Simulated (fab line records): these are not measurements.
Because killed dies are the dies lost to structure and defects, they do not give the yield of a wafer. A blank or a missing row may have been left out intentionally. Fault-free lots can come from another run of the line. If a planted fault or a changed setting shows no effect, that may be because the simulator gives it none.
Matching of chambers :: flow sky130 :: pecvd-01 running SKY_PASSIVATION_CVD_00: 3 sister chambers
The step deposits SiO2, target thk 90 nm. 3 wafers are shown with their chamber, then 11 later ones without.

== EACH WAFER AND ITS CHAMBER ==
wafer: L082.1
chamber: 0
heater-power-w (W): 610

wafer: L082.5
chamber: 1
heater-power-w (W): 505

wafer: L085.1
chamber: 2
heater-power-w (W): 791

== WAFERS WITH NO CHAMBER GIVEN ==
wafer: L085.2
heater-power-w (W): 553

wafer: L085.4
heater-power-w (W): 544

wafer: L089.2
heater-power-w (W): 563

wafer: L089.3
heater-power-w (W): 430

wafer: L089.6
heater-power-w (W): 717

wafer: L092.3
heater-power-w (W): 469

wafer: L092.5
heater-power-w (W): 791

wafer: L092.6
heater-power-w (W): 483

wafer: L096.2
heater-power-w (W): 453

wafer: L096.5
heater-power-w (W): 595

wafer: L096.6
heater-power-w (W): 462

== CHAMBER TAKEN BY EACH ==
wafer: L085.2
from the rows above: can't be placed: 1 or 0
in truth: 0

wafer: L085.4
from the rows above: can't be placed: 1 or 0
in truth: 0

wafer: L089.2
from the rows above: can't be placed: 0 or 1
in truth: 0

wafer: L089.3
from the rows above: 1
in truth: 1

wafer: L089.6
from the rows above: can't be placed: 2 or 0
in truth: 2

wafer: L092.3
from the rows above: 1
in truth: 1

wafer: L092.5
from the rows above: 2
in truth: 2

wafer: L092.6
from the rows above: 1
in truth: 1

wafer: L096.2
from the rows above: 1
in truth: 1

wafer: L096.5
from the rows above: can't be placed: 0 or 1
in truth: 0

wafer: L096.6
from the rows above: 1
in truth: 1
Correctly placed: 6 of 11. Can't be placed from these rows: 5 (the true chamber is among the candidates in 5). Number placed wrongly: 0.
How it was worked out, from the rows above alone: a wafer's distance from a chamber is the root of the sum, over the readings, of the square of ((its reading less the chamber's mean) divided by the reading's scatter). If the next closest chamber is less than 2 further off than the closest, the wafer can't be placed; otherwise it belongs to the closest. Each chamber's mean is taken over the wafers shown for it. The scatter: root of mean squared gap, hidden wafer to nearest shown wafer, with one shown wafer a chamber.
